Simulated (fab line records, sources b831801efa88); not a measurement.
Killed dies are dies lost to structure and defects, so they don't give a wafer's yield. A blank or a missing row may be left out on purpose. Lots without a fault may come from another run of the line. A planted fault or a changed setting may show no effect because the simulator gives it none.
fab line records | flow sky130
record lots=13 wafers=39 last_day=50
route steps=708 shown POLY_CUT@316 SD_P@331 SD_N@349 PAD_OPEN@708
lots that met no fault: from a run of the same line without faults
start_h: hours from the record's first day to the start of the lot's first wafer shown | wait_h: hours since the lot's step before | " the same as in the row above | L1.1+2: a row that stands for several wafers | - no value, or no start given | * or withheld: withheld | < > ~ a bound
route shown NAME@n: a module of which the file shows steps, and the number in the route of the first | usual: mean/standard deviation of fault-free wafers | same: alike in all rows | chamber/n: place in a boat | sites: the reading at each site | _std_site: their standard deviation | _edge_site: outer sites' mean less inner sites' | radius_mm: how far each site lies from the wafer's centre | mask NAME#n: copy n | behind: the tool/chamber that last shaped the wafer | hold: why the lot was held/for how many hours/how that ended | device: the transistor (n, p or np) that didn't switch | end of line: the same wafers' tests at the end of the route | a step without rows: its recipe alone | killed: dies lost to structure and defects at the first sort, not the wafer's yield | map: a wafer's dies, x killed, . not, _ none there
set.NAME: the setting as run; set.NAME@STEP: as run at that earlier step | model.NAME: the simulator's own value behind a step, which no gauge read
steps of the route over a sample of lots; a table a step, a row a wafer
services: from which hour (start_h, from the record's first day; less than 0 if before it) a tool's chamber was out of use, for how many hours, and why
## steps
# step SKY_POLY_CUT_OVL_MEAS_09
# usual POLY_CUT_OVL=2/5
# columns lot.wafer tool chamber start_h wait_h POLY_CUT_OVL[nm]
L732.2 overlay-01 - 576.79 0.1 -5
L732.3 " - " " 2
L732.6 " - " " 3
L733.1 overlay-01 - 590.29 0.1 6
L733.4 " - " " 5
L733.5 " - " " 3
L734.1 overlay-01 - 591.63 0.1 12
L734.4 " - " " 6
L734.6 " - " " 4
L736.3 overlay-01 - 609.65 0.1 4
L736.5 " - " " 2
L736.6 " - " " 4
L737.1 overlay-01 - 615.73 0.1 -3
L737.3 " - " " -7
L737.5 " - " " -2
L738.1 overlay-02 - 622.18 0.1 11
L738.3 " - " " 12
L738.6 " - " " 17
L744.2 overlay-02 - 677.24 0.1 0
L744.5 " - " " 8
L744.6 " - " " 1
L746.1 overlay-01 - 694.80 0.1 10
L746.2 " - " " 4
L746.5 " - " " 3
L745.2 overlay-02 - 694.99 0.1 -1
L745.4 " - " " 5
L745.6 " - " " 2
L748.1 overlay-01 - 724.84 0.1 -1
L748.3 " - " " -8
L748.6 " - " " -4
L750.3 overlay-01 - 727.09 0.1 -1
L750.4 " - " " -6
L750.6 " - " " 2
L752.1 overlay-01 - 731.59 0.1 -4
L752.2 " - " " -3
L752.3 " - " " 5
L753.3 overlay-02 - 737.81 0.1 8
L753.5 " - " " 0
L753.6 " - " " 4
# step SKY_SD_P_TW_MEAS_11
# usual SD_P_TW=2827/23
# columns lot.wafer tool chamber start_h wait_h SD_P_TW
L732.2 film_metro-01 - 607.19 0.1 2847
L732.3 " - " " 2832
L732.6 " - " " 2865
L733.1 film_metro-01 - 619.02 0.1 2837
L733.4 " - " " 2843
L733.5 " - " " 2842
L734.1 film_metro-01 - 620.39 0.1 2850
L734.4 " - " " 2851
L734.6 " - " " 2852
L736.3 film_metro-03 - 637.15 0.1 2787
L736.5 " - " " 2779
L736.6 " - " " 2783
L737.1 film_metro-03 - 643.84 0.1 2786
L737.3 " - " " 2813
L737.5 " - " " 2788
L738.1 film_metro-03 - 648.93 0.1 2810
L738.3 " - " " 2806
L738.6 " - " " 2811
L744.2 film_metro-01 - 705.44 0.1 2834
L744.5 " - " " 2845
L744.6 " - " " 2842
L746.1 film_metro-01 - 722.93 0.1 2837
L746.2 " - " " 2846
L746.5 " - " " 2844
L745.2 film_metro-02 - 723.73 0.1 2823
L745.4 " - " " 2810
L745.6 " - " " 2808
L748.1 film_metro-02 - 753.58 0.1 2833
L748.3 " - " " 2856
L748.6 " - " " 2833
L750.3 film_metro-02 - 755.15 0.1 2833
L750.4 " - " " 2839
L750.6 " - " " 2823
L752.1 film_metro-01 - 758.67 0.1 2858
L752.2 " - " " 2844
L752.3 " - " " 2853
L753.3 film_metro-01 - 765.84 0.1 2836
L753.5 " - " " 2850
L753.6 " - " " 2848
# step SKY_SD_N_CD_MEAS_07
# recipe target_cd_nm=380
# usual cd_nm=380.0/2.6
# columns lot.wafer tool chamber start_h wait_h cd_nm
L732.2 cd_sem-01 - 662.49 0.1 380.4
L732.3 " - " " 379.2
L732.6 " - " " 378.9
L733.1 cd_sem-02 - 673.38 0.1 380.3
L733.4 " - " " 379.9
L733.5 " - " " 378.3
L734.1 cd_sem-02 - 675.13 0.1 379.0
L734.4 " - " " 381.1
L734.6 " - " " 379.0
L736.3 cd_sem-01 - 692.76 0.1 382.5
L736.5 " - " " 379.8
L736.6 " - " " 382.4
L737.1 cd_sem-01 - 699.08 0.1 381.6
L737.3 " - " " 380.2
L737.5 " - " " 384.2
L738.1 cd_sem-01 - 703.93 0.1 383.1
L738.3 " - " " 384.2
L738.6 " - " " 383.3
L744.2 cd_sem-02 - 760.35 0.1 373.3
L744.5 " - " " 374.1
L744.6 " - " " 373.4
L746.1 cd_sem-02 - 776.63 0.1 378.2
L746.2 " - " " 376.4
L746.5 " - " " 377.4
L745.2 cd_sem-02 - 777.70 0.1 377.2
L745.4 " - " " 378.0
L745.6 " - " " 375.8
L748.1 cd_sem-01 - 806.93 0.1 377.9
L748.3 " - " " 379.6
L748.6 " - " " 377.5
L750.3 cd_sem-01 - 807.67 0.2 381.1
L750.4 " - " " 380.7
L750.6 " - " " 380.5
L752.1 cd_sem-02 - 809.58 0.1 380.1
L752.2 " - " " 380.7
L752.3 " - " " 380.7
L753.3 cd_sem-02 - 818.27 0.1 380.5
L753.5 " - " " 378.0
L753.6 " - " " 380.2
# step SKY_SD_N_RTA_14
# recipe temp_c=1075 time_s=2 idle_temp_c=650 ramp_up_c_per_s=150 ramp_down_c_per_s=90 ambient=N2
# usual lamp_power_pct=15.74/0.051 wafer_temp_C_max=1078.1/1.3
# columns lot.wafer tool chamber start_h wait_h lamp_power_pct wafer_temp_C_max
L732.2 rtp_anneal-02 0 663.14 0.0 15.77 1078.2
L732.3 " 0 " " 15.79 1078.1
L732.6 " 0 " " 15.72 1076.5
L733.1 rtp_anneal-01 0 674.04 0.0 15.74 1078.2
L733.4 " 0 " " 15.72 1078.3
L733.5 " 0 " " 15.77 1078.5
L734.1 rtp_anneal-02 0 675.79 0.0 15.75 1077.6
L734.4 " 0 " " 15.73 1078.2
L734.6 " 0 " " 15.75 1078.5
L736.3 rtp_anneal-02 0 693.42 0.0 15.79 1085.0
L736.5 " 0 " " 15.93 1084.3
L736.6 " 0 " " 15.77 1084.8
L737.1 rtp_anneal-01 0 699.75 0.0 15.70 1079.5
L737.3 " 0 " " 15.71 1078.3
L737.5 " 0 " " 15.71 1076.2
L738.1 rtp_anneal-02 0 704.59 0.0 15.79 1088.1
L738.3 " 0 " " 15.82 1085.0
L738.6 " 0 " " 15.86 1085.8
L744.2 rtp_anneal-02 0 761.00 0.0 15.79 1078.4
L744.5 " 0 " " 15.77 1076.6
L744.6 " 0 " " 15.71 1077.9
L746.1 rtp_anneal-02 0 777.30 0.0 15.72 1079.9
L746.2 " 0 " " 15.84 1077.4
L746.5 " 0 " " 15.72 1078.2
L745.2 rtp_anneal-01 0 778.35 0.0 15.71 1078.5
L745.4 " 0 " " 15.85 1077.8
L745.6 " 0 " " 15.75 1078.9
L748.1 rtp_anneal-02 0 807.60 0.0 15.78 1077.8
L748.3 " 0 " " 15.69 1079.0
L748.6 " 0 " " 15.86 1076.5
L750.3 rtp_anneal-02 0 808.32 0.0 15.67 1076.8
L750.4 " 0 " " 15.73 1079.4
L750.6 " 0 " " 15.63 1079.5
L752.1 rtp_anneal-02 0 810.25 0.0 15.73 1078.2
L752.2 " 0 " " 15.79 1078.3
L752.3 " 0 " " 15.78 1078.1
L753.3 rtp_anneal-01 0 818.91 0.0 15.76 1077.5
L753.5 " 0 " " 15.75 1078.7
L753.6 " 0 " " 15.72 1077.5
# step SKY_SD_N_RS_MEAS_16
# recipe thk_meas_gauge=four-point-probe
# usual SD_N_RS=68.67/0.13
# columns lot.wafer tool chamber start_h wait_h SD_N_RS[ohm/sq]
L732.2 film_metro-03 - 663.33 0.1 68.68
L732.3 " - " " 68.58
L732.6 " - " " 68.66
L733.1 film_metro-02 - 674.22 0.1 68.57
L733.4 " - " " 68.55
L733.5 " - " " 68.58
L734.1 film_metro-01 - 675.97 0.1 68.74
L734.4 " - " " 68.72
L734.6 " - " " 68.60
L736.3 film_metro-01 - 693.65 0.1 67.32
L736.5 " - " " 67.22
L736.6 " - " " 67.31
L737.1 film_metro-01 - 699.92 0.1 68.41
L737.3 " - " " 68.51
L737.5 " - " " 68.58
L738.1 film_metro-03 - 704.77 0.1 67.36
L738.3 " - " " 67.27
L738.6 " - " " 67.40
L744.2 film_metro-03 - 761.19 0.1 68.73
L744.5 " - " " 68.69
L744.6 " - " " 68.73
L746.1 film_metro-01 - 777.47 0.1 68.79
L746.2 " - " " 68.64
L746.5 " - " " 68.64
L745.2 film_metro-03 - 778.54 0.1 68.85
L745.4 " - " " 68.71
L745.6 " - " " 68.82
L748.1 film_metro-03 - 807.77 0.1 68.76
L748.3 " - " " 68.69
L748.6 " - " " 68.63
L750.3 film_metro-02 - 808.52 0.1 68.56
L750.4 " - " " 68.60
L750.6 " - " " 68.72
L752.1 film_metro-01 - 810.42 0.1 68.67
L752.2 " - " " 68.67
L752.3 " - " " 68.82
L753.3 film_metro-03 - 819.11 0.1 68.84
L753.5 " - " " 68.84
L753.6 " - " " 68.76
# step SKY_SD_N_RS_MEAS_17
# recipe thk_meas_gauge=four-point-probe
# usual SD_P_RS=147.4/0.38
# columns lot.wafer tool chamber start_h wait_h SD_P_RS[ohm/sq]
L732.2 film_metro-03 - 663.45 0.1 147.5
L732.3 " - " " 147.4
L732.6 " - " " 147.2
L733.1 film_metro-02 - 674.34 0.1 147.0
L733.4 " - " " 147.1
L733.5 " - " " 147.5
L734.1 film_metro-01 - 676.09 0.1 147.7
L734.4 " - " " 147.4
L734.6 " - " " 147.6
L736.3 film_metro-01 - 693.77 0.1 140.3
L736.5 " - " " 140.1
L736.6 " - " " 140.4
L737.1 film_metro-01 - 700.04 0.1 147.3
L737.3 " - " " 146.7
L737.5 " - " " 146.9
L738.1 film_metro-03 - 704.89 0.1 140.3
L738.3 " - " " 140.0
L738.6 " - " " 140.4
L744.2 film_metro-03 - 761.31 0.1 147.0
L744.5 " - " " 147.1
L744.6 " - " " 147.1
L746.1 film_metro-01 - 777.59 0.1 147.7
L746.2 " - " " 147.3
L746.5 " - " " 147.6
L745.2 film_metro-03 - 778.66 0.1 147.7
L745.4 " - " " 147.4
L745.6 " - " " 147.6
L748.1 film_metro-03 - 807.89 0.1 147.1
L748.3 " - " " 147.6
L748.6 " - " " 147.2
L750.3 film_metro-02 - 808.64 0.1 148.1
L750.4 " - " " 147.5
L750.6 " - " " 148.1
L752.1 film_metro-01 - 810.54 0.1 147.7
L752.2 " - " " 147.7
L752.3 " - " " 148.1
L753.3 film_metro-03 - 819.23 0.1 147.5
L753.5 " - " " 147.6
L753.6 " - " " 147.7
# step SKY_PAD_OPEN_PROBE_99
# usual killed_at_M0_to_M3=43/6.8 killed_at_M4_up=3.3/1.8 killed_at_contacts=25/5.9 killed_at_front_end=16/4.2 killed_at_other=0.3/0.69 killed_dies=87/8.6 killed_open=48/6.3 killed_short=39/5.3
# same gross_dies=492 killed_at_back_side=0
# columns lot.wafer tool chamber start_h wait_h killed_at_M0_to_M3 killed_at_M4_up killed_at_contacts killed_at_front_end killed_at_other killed_dies killed_open killed_short
L737.1 prober-02 - 1116.70 0.1 42 3 26 16 2 89 40 47
L737.3 prober-02 - 1116.80 0.2 51 3 25 15 0 94 54 40
L737.5 prober-02 - 1116.90 0.2 43 1 23 17 0 84 41 43
# killed by level:class
L737.1 CONTACT:geometric_particle:open=9 VIA1:geometric_particle:open=9 POLY_GATE:geometric_particle:open=6 LOCAL_INTERCONNECT:geometric_particle:short=6 VIA3:geometric_particle:short=6 POLY_GATE:geometric_particle:short=5 LI_CONTACT:geometric_particle:open=5 METAL1:geometric_particle:short=5
L737.3 VIA2:geometric_particle:open=13 CONTACT:geometric_particle:open=10 VIA1:geometric_particle:open=10 VIA1:geometric_particle:short=7 CONTACT:geometric_particle:short=6 VIA3:geometric_particle:open=6 FIELD_ISO:geometric_particle:open=5 METAL2:geometric_particle:short=5
L737.5 CONTACT:geometric_particle:short=7 VIA1:geometric_particle:short=7 VIA1:geometric_particle:open=7 METAL1:geometric_particle:short=6 FIELD_ISO:geometric_particle:short=5 LI_CONTACT:geometric_particle:open=5 CONTACT:geometric_particle:open=5 POLY_GATE:geometric_particle:open=4
## services
# columns tool chamber start_h hours kind
rtp_anneal-02 - 756.24 4.1 pm
rtp_anneal-01 - 782.81 9.0 pm
## key
first_sign step=SKY_SD_N_RTA_14 reading=wafer_temp_C_max direction=up sigmas=5.5 usual=* struck=*
effect step=SKY_SD_N_RTA_14 reading=lamp_power_pct direction=up sigmas=1.7 usual=15.74 struck=15.83
effect step=SKY_SD_N_RS_MEAS_16 reading=SD_N_RS direction=down sigmas=11 usual=68.67 struck=67.31
effect step=SKY_SD_N_RS_MEAS_17 reading=SD_P_RS direction=down sigmas=19 usual=147.4 struck=140.3
met_at SKY_SD_N_RTA_14
struck_lots L736,L738
tester_left_out L736,L738
not_acting_at SKY_POLY_CUT_OVL_MEAS_09,SKY_SD_P_TW_MEAS_11,SKY_SD_N_CD_MEAS_07
onset_between 675.79 693.42
fault kind=process_parameter_drift tool=rtp_anneal-02 chamber=- onset_h=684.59 steps=SKY_SD_N_RTA_14 channel=temp_c offset=* shape=step end_h=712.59 acts_in=* stated=*
# tester_left_out: of these lots the tester's yield and bins aren't shown, on N5 and GAA mostly nor the transistor test; their killed dies are dies lost to structure and defects alone, not to doping, threshold or leakage, so they don't give the yield
